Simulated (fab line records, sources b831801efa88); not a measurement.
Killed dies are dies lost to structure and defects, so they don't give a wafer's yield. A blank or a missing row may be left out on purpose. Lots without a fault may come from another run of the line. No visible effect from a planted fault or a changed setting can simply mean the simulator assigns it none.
Chamber matching || flow sky130 || SKY_VIA2_CMP_24 on cmp-01 has 4 sister chambers
The step polishes, stops on SiO2, t overpolish 20 s, target thk 0 nm. 36 wafers are shown with their chamber, then 12 later ones without.

== WAFERS PAIRED WITH THEIR CHAMBERS ==
{"wafer": "L074.3", "chamber": 0, "time_to_endpoint_s (s)": 104, "motor_current_A (A)": 11.7, "overpolish_run_s (s)": 19.995}
{"wafer": "L074.5", "chamber": 0, "time_to_endpoint_s (s)": 98, "motor_current_A (A)": 11.9, "overpolish_run_s (s)": 19.998}
{"wafer": "L074.6", "chamber": 1, "time_to_endpoint_s (s)": 108, "motor_current_A (A)": 12.0, "overpolish_run_s (s)": 20.006}
{"wafer": "L074.1", "chamber": 1, "time_to_endpoint_s (s)": 109, "motor_current_A (A)": 11.6, "overpolish_run_s (s)": 19.991}
{"wafer": "L074.2", "chamber": 2, "time_to_endpoint_s (s)": 98, "motor_current_A (A)": 11.7, "overpolish_run_s (s)": 19.990}
{"wafer": "L074.4", "chamber": 3, "time_to_endpoint_s (s)": 96, "motor_current_A (A)": 13.0, "overpolish_run_s (s)": 20.008}
{"wafer": "L079.1", "chamber": 1, "time_to_endpoint_s (s)": 103, "motor_current_A (A)": 12.1, "overpolish_run_s (s)": 20.000}
{"wafer": "L079.2", "chamber": 3, "time_to_endpoint_s (s)": 89, "motor_current_A (A)": 12.3, "overpolish_run_s (s)": 19.987}
{"wafer": "L079.6", "chamber": 2, "time_to_endpoint_s (s)": 95, "motor_current_A (A)": 11.8, "overpolish_run_s (s)": 20.000}
{"wafer": "L079.3", "chamber": 0, "time_to_endpoint_s (s)": 96, "motor_current_A (A)": 10.9, "overpolish_run_s (s)": 19.990}
{"wafer": "L079.4", "chamber": 2, "time_to_endpoint_s (s)": 92, "motor_current_A (A)": 12.2, "overpolish_run_s (s)": 19.989}
{"wafer": "L079.5", "chamber": 1, "time_to_endpoint_s (s)": 102, "motor_current_A (A)": 11.1, "overpolish_run_s (s)": 19.980}
{"wafer": "L080.2", "chamber": 1, "time_to_endpoint_s (s)": 103, "motor_current_A (A)": 11.7, "overpolish_run_s (s)": 20.007}
{"wafer": "L080.3", "chamber": 2, "time_to_endpoint_s (s)": 97, "motor_current_A (A)": 11.9, "overpolish_run_s (s)": 19.986}
{"wafer": "L080.6", "chamber": 1, "time_to_endpoint_s (s)": 107, "motor_current_A (A)": 11.4, "overpolish_run_s (s)": 19.987}
{"wafer": "L082.3", "chamber": 2, "time_to_endpoint_s (s)": 98, "motor_current_A (A)": 12.9, "overpolish_run_s (s)": 19.995}
{"wafer": "L082.5", "chamber": 1, "time_to_endpoint_s (s)": 103, "motor_current_A (A)": 11.7, "overpolish_run_s (s)": 20.000}
{"wafer": "L082.6", "chamber": 2, "time_to_endpoint_s (s)": 96, "motor_current_A (A)": 11.8, "overpolish_run_s (s)": 20.016}
{"wafer": "L083.1", "chamber": 3, "time_to_endpoint_s (s)": 99, "motor_current_A (A)": 12.8, "overpolish_run_s (s)": 19.997}
{"wafer": "L083.2", "chamber": 1, "time_to_endpoint_s (s)": 102, "motor_current_A (A)": 11.4, "overpolish_run_s (s)": 19.990}
{"wafer": "L083.5", "chamber": 0, "time_to_endpoint_s (s)": 98, "motor_current_A (A)": 11.1, "overpolish_run_s (s)": 19.991}
{"wafer": "L084.2", "chamber": 1, "time_to_endpoint_s (s)": 106, "motor_current_A (A)": 11.7, "overpolish_run_s (s)": 19.996}
{"wafer": "L084.4", "chamber": 3, "time_to_endpoint_s (s)": 95, "motor_current_A (A)": 11.9, "overpolish_run_s (s)": 20.004}
{"wafer": "L084.6", "chamber": 3, "time_to_endpoint_s (s)": 96, "motor_current_A (A)": 12.1, "overpolish_run_s (s)": 19.996}
{"wafer": "L085.1", "chamber": 1, "time_to_endpoint_s (s)": 104, "motor_current_A (A)": 11.7, "overpolish_run_s (s)": 19.994}
{"wafer": "L085.2", "chamber": 0, "time_to_endpoint_s (s)": 101, "motor_current_A (A)": 11.3, "overpolish_run_s (s)": 19.999}
{"wafer": "L085.3", "chamber": 2, "time_to_endpoint_s (s)": 97, "motor_current_A (A)": 12.3, "overpolish_run_s (s)": 19.998}
{"wafer": "L087.1", "chamber": 1, "time_to_endpoint_s (s)": 107, "motor_current_A (A)": 11.3, "overpolish_run_s (s)": 19.998}
{"wafer": "L087.3", "chamber": 3, "time_to_endpoint_s (s)": 96, "motor_current_A (A)": 12.2, "overpolish_run_s (s)": 20.001}
{"wafer": "L087.4", "chamber": 0, "time_to_endpoint_s (s)": 101, "motor_current_A (A)": 11.1, "overpolish_run_s (s)": 20.002}
{"wafer": "L088.1", "chamber": 2, "time_to_endpoint_s (s)": 96, "motor_current_A (A)": 12.1, "overpolish_run_s (s)": 19.989}
{"wafer": "L088.2", "chamber": 1, "time_to_endpoint_s (s)": 108, "motor_current_A (A)": 12.0, "overpolish_run_s (s)": 19.996}
{"wafer": "L088.5", "chamber": 3, "time_to_endpoint_s (s)": 94, "motor_current_A (A)": 12.0, "overpolish_run_s (s)": 20.002}
{"wafer": "L089.1", "chamber": 1, "time_to_endpoint_s (s)": 102, "motor_current_A (A)": 11.6, "overpolish_run_s (s)": 20.002}
{"wafer": "L089.4", "chamber": 2, "time_to_endpoint_s (s)": 99, "motor_current_A (A)": 12.2, "overpolish_run_s (s)": 20.004}
{"wafer": "L089.6", "chamber": 1, "time_to_endpoint_s (s)": 107, "motor_current_A (A)": 11.5, "overpolish_run_s (s)": 20.016}

SIGNATURES (means of the wafers above)
{"reading": "time_to_endpoint_s", "chamber 0": 99.67, "chamber 1": 105.07, "chamber 2": 96.44, "chamber 3": 95.00, "scatter within a chamber": 2.61}
{"reading": "motor_current_A", "chamber 0": 11.333, "chamber 1": 11.629, "chamber 2": 12.100, "chamber 3": 12.329, "scatter within a chamber": 0.349}
{"reading": "overpolish_run_s", "chamber 0": 19.99583, "chamber 1": 19.99736, "chamber 2": 19.99633, "chamber 3": 19.99929, "scatter within a chamber": 0.00824}
Rule: a wafer's distance from a chamber is the root of the sum, over the readings, of the square of ((its reading less the chamber's mean) divided by the reading's scatter). If the next closest chamber is less than 2 further off than the closest, the wafer can't be placed; otherwise it belongs to the closest. How the scatter is found: for the shown wafers, subtract from each reading the mean of its chamber, square and add these, divide the total by (wafers less chambers), then take the root.

== WAFERS WITH NO CHAMBER GIVEN ==
{"wafer": "L090.1", "time_to_endpoint_s (s)": 99, "motor_current_A (A)": 12.7, "overpolish_run_s (s)": 19.977}
{"wafer": "L090.2", "time_to_endpoint_s (s)": 108, "motor_current_A (A)": 11.6, "overpolish_run_s (s)": 19.995}
{"wafer": "L090.5", "time_to_endpoint_s (s)": 105, "motor_current_A (A)": 11.3, "overpolish_run_s (s)": 19.998}
{"wafer": "L091.1", "time_to_endpoint_s (s)": 106, "motor_current_A (A)": 11.6, "overpolish_run_s (s)": 19.996}
{"wafer": "L091.3", "time_to_endpoint_s (s)": 95, "motor_current_A (A)": 12.0, "overpolish_run_s (s)": 20.013}
{"wafer": "L091.4", "time_to_endpoint_s (s)": 95, "motor_current_A (A)": 11.8, "overpolish_run_s (s)": 20.014}
{"wafer": "L095.3", "time_to_endpoint_s (s)": 98, "motor_current_A (A)": 11.9, "overpolish_run_s (s)": 19.995}
{"wafer": "L095.4", "time_to_endpoint_s (s)": 97, "motor_current_A (A)": 12.1, "overpolish_run_s (s)": 20.014}
{"wafer": "L095.5", "time_to_endpoint_s (s)": 94, "motor_current_A (A)": 12.7, "overpolish_run_s (s)": 19.999}
{"wafer": "L095.1", "time_to_endpoint_s (s)": 104, "motor_current_A (A)": 11.6, "overpolish_run_s (s)": 19.969}
{"wafer": "L095.2", "time_to_endpoint_s (s)": 101, "motor_current_A (A)": 11.0, "overpolish_run_s (s)": 19.994}
{"wafer": "L095.6", "time_to_endpoint_s (s)": 100, "motor_current_A (A)": 10.5, "overpolish_run_s (s)": 20.006}

== EACH ONE'S CHAMBER ==
{"wafer": "L090.1", "from the rows above": "can't be placed: 2 or 3 or 0 or 1", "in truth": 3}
{"wafer": "L090.2", "from the rows above": 1, "in truth": 1}
{"wafer": "L090.5", "from the rows above": "can't be placed: 1 or 0", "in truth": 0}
{"wafer": "L091.1", "from the rows above": 1, "in truth": 1}
{"wafer": "L091.3", "from the rows above": "can't be placed: 3 or 2 or 0", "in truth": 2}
{"wafer": "L091.4", "from the rows above": "can't be placed: 3 or 2 or 0", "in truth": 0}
{"wafer": "L095.3", "from the rows above": "can't be placed: 2 or 0 or 3 or 1", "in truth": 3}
{"wafer": "L095.4", "from the rows above": "can't be placed: 3 or 2 or 0 or 1", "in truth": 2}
{"wafer": "L095.5", "from the rows above": "can't be placed: 3 or 2", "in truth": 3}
{"wafer": "L095.1", "from the rows above": "can't be placed: 1 or 0 or 2 or 3", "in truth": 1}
{"wafer": "L095.2", "from the rows above": "can't be placed: 0 or 1", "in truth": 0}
{"wafer": "L095.6", "from the rows above": "can't be placed: 0 or 1", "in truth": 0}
Correct placement for 2 of the 12. Not placeable from these rows: 10 (in 10, the candidates include the true chamber). Wrongly placed: 0.
